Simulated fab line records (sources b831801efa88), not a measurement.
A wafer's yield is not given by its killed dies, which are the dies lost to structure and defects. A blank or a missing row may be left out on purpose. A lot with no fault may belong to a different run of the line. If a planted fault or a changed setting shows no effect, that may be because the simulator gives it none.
Which tool did it?    flow sky130    Sampling: 11 lots, 33 wafers, 5 of 708 route steps

WHAT THE GAUGES SHOWED, per wafer
SKY_SPACER_THK_MEAS_01. Usual: SPACER_CVD_00_THK typically reads 43.2 nm, with standard deviation 0.49.
lot   measured      on             SPACER_CVD_00_THK (nm)  flag
L413  day 22 21:02  film_metro-01  43.4 43.5 44.0          
L416  day 25 10:01  film_metro-02  43.3 42.9 43.1          
L419  day 25 12:23  film_metro-01  43.1 43.5 43.4          
L418  day 25 14:37  film_metro-02  43.5 43.8 43.7          
L424  day 27 13:27  film_metro-02  43.9 43.4 43.4          
L423  day 27 16:00  film_metro-04  43.3 43.1 43.1          
L425  day 27 17:12  film_metro-02  44.2 43.7 44.1          
L430  day 29 02:16  film_metro-01  42.9 43.1 42.9          
L432  day 29 14:53  film_metro-01  43.1 42.9 42.8          
L431  day 29 18:13  film_metro-01  43.2 43.1 43.2          
L433  day 29 20:28  film_metro-01  42.5 42.4 42.4          

SKY_SD_P_CD_MEAS_07 targets a cd of 380 nm. Usual: cd_nm reads 379.4 nm (standard deviation 2.5).
lot   measured      on         cd_nm (nm)         flag
L413  day 25 08:18  cd_sem-01  377.9 376.9 375.7  
L416  day 27 20:43  cd_sem-02  380.1 382.3 380.9  
L419  day 27 23:04  cd_sem-01  383.1 383.5 381.8  
L418  day 28 00:12  cd_sem-01  380.6 380.0 380.5  
L424  day 29 23:15  cd_sem-01  383.7 382.5 383.3  
L423  day 30 01:31  cd_sem-02  - - -              OFF
L425  day 30 02:49  cd_sem-01  375.9 375.9 374.7  
L430  day 31 11:05  cd_sem-01  376.6 377.8 381.7  
L432  day 31 21:18  cd_sem-02  376.3 379.2 378.1  
L431  day 32 01:09  cd_sem-01  377.6 377.1 377.1  
L433  day 32 03:44  cd_sem-02  383.3 384.1 383.6  

SKY_SD_P_TW_MEAS_11. Usual: SD_P_TW typically reads 2810, with standard deviation 23.
lot   measured      on             SD_P_TW            flag
L413  day 25 08:41  film_metro-04  2807 2808 2825     
L416  day 27 21:07  film_metro-04  2803 2798 2808     
L419  day 27 23:27  film_metro-03  2837 2844 2831     
L418  day 28 00:35  film_metro-04  2803 2819 2809     
L424  day 29 23:38  film_metro-03  2842 2844 2853     
L423  day 30 01:55  film_metro-01  29 29 30 29 29 29  OFF
L425  day 30 03:13  film_metro-03  2844 2836 2836     
L430  day 31 11:29  film_metro-04  2814 2806 2818     
L432  day 31 21:41  film_metro-03  2834 2839 2832     
L431  day 32 01:33  film_metro-01  2803 2811 2802     
L433  day 32 04:08  film_metro-03  2849 2836 2831     

TOOL THAT RAN EACH LOT (tool first, then ch and the chambers of the sampled wafers, then the start)
lot   SKY_LDD_HVP_STRIP_09                  SKY_SD_P_EXPOSE_04
L413  plasma_asher-01 ch 0,1, day 21 11:44  iline_stepper-01 ch 0, day 24 18:59
L416  plasma_asher-02 ch 0,1, day 24 01:25  iline_stepper-02 ch 0, day 27 06:55
L419  plasma_asher-02 ch 0,1, day 24 04:49  iline_stepper-01 ch 0, day 27 09:20
L418  plasma_asher-01 ch 0,1, day 24 06:32  iline_stepper-02 ch 0, day 27 10:34
L424  plasma_asher-04 ch 0,1, day 26 06:11  iline_stepper-02 ch 0, day 29 08:25
L423  plasma_asher-04 ch 0,1, day 26 07:05  iline_stepper-02 ch 0, day 29 11:01
L425  plasma_asher-02 ch 0,1, day 26 09:16  iline_stepper-02 ch 0, day 29 12:46
L430  plasma_asher-04 ch 0,1, day 27 18:37  iline_stepper-01 ch 0, day 30 21:53
L432  plasma_asher-04 ch 0,1, day 28 07:26  iline_stepper-02 ch 0, day 31 08:45
L431  plasma_asher-01 ch 0,1, day 28 11:28  iline_stepper-02 ch 0, day 31 12:08
L433  plasma_asher-01 ch 0,1, day 28 12:32  iline_stepper-01 ch 0, day 31 13:57
- SKY_LDD_HVP_STRIP_09: strips in O2/N2.
- SKY_SD_P_EXPOSE_04: exposes mask PSDM, target cd 380 nm.

AS READ BY THE TOOLS THEMSELVES (means over the sampled wafers that have a number; for cases with no such wafer, the mark the record gives instead)
SKY_LDD_HVP_STRIP_09. Usual: drypump_motor_current_A 5.6 A, standard deviation 0.41; oes_product_au 0.409 a.u., standard deviation 0.0049; strip_time_to_endpoint_s 4.140 s, standard deviation 0.013.
lot   tool             drypump_motor_current_A (A)  oes_product_au (a.u.)  strip_time_to_endpoint_s (s)  flag
L413  plasma_asher-01  5.8                          0.412                  4.143                         
L416  plasma_asher-02  5.3                          0.412                  4.138                         
L419  plasma_asher-02  5.3                          0.412                  4.138                         
L418  plasma_asher-01  5.6                          0.411                  4.152                         
L424  plasma_asher-04  5.9                          0.409                  4.146                         
L423  plasma_asher-04  5.9                          0.406                  4.126                         
L425  plasma_asher-02  5.3                          0.409                  4.138                         
L430  plasma_asher-04  5.5                          0.406                  4.135                         
L432  plasma_asher-04  5.5                          0.405                  4.149                         
L431  plasma_asher-01  5.8                          0.408                  4.144                         
L433  plasma_asher-01  5.8                          0.416                  4.144                         

THE ANSWER, worked out from the rows above alone
Rule: a lot is off if the mean of its wafers that have a number lies more than 3 standard deviations from the usual mean. A lot without any number at a reading at which 4 lots or more have one is off too. The other lots that the step has rows for count as sound. Order of review: gauges by route order, followed by the tools' own readings, for which a lot's mean as printed above is used. At the first step where some lot is off, the reading lying furthest off is the one used; lots without a number count as furthest.
Off at SKY_SD_P_CD_MEAS_07 (cd_nm): L423. Without a number there: L423.
If a tool, at a process step before that reading, ran all the lots that are off and no sound lot after the first of them, it fits. Not tried: the gauges at SKY_SD_P_CD_MEAS_07; whatever is off there is also off at SKY_SD_P_TW_MEAS_11, on other tools, and gauge error can't account for it. Of those tried, none fits.

WHAT THE SIMULATOR PUT IN
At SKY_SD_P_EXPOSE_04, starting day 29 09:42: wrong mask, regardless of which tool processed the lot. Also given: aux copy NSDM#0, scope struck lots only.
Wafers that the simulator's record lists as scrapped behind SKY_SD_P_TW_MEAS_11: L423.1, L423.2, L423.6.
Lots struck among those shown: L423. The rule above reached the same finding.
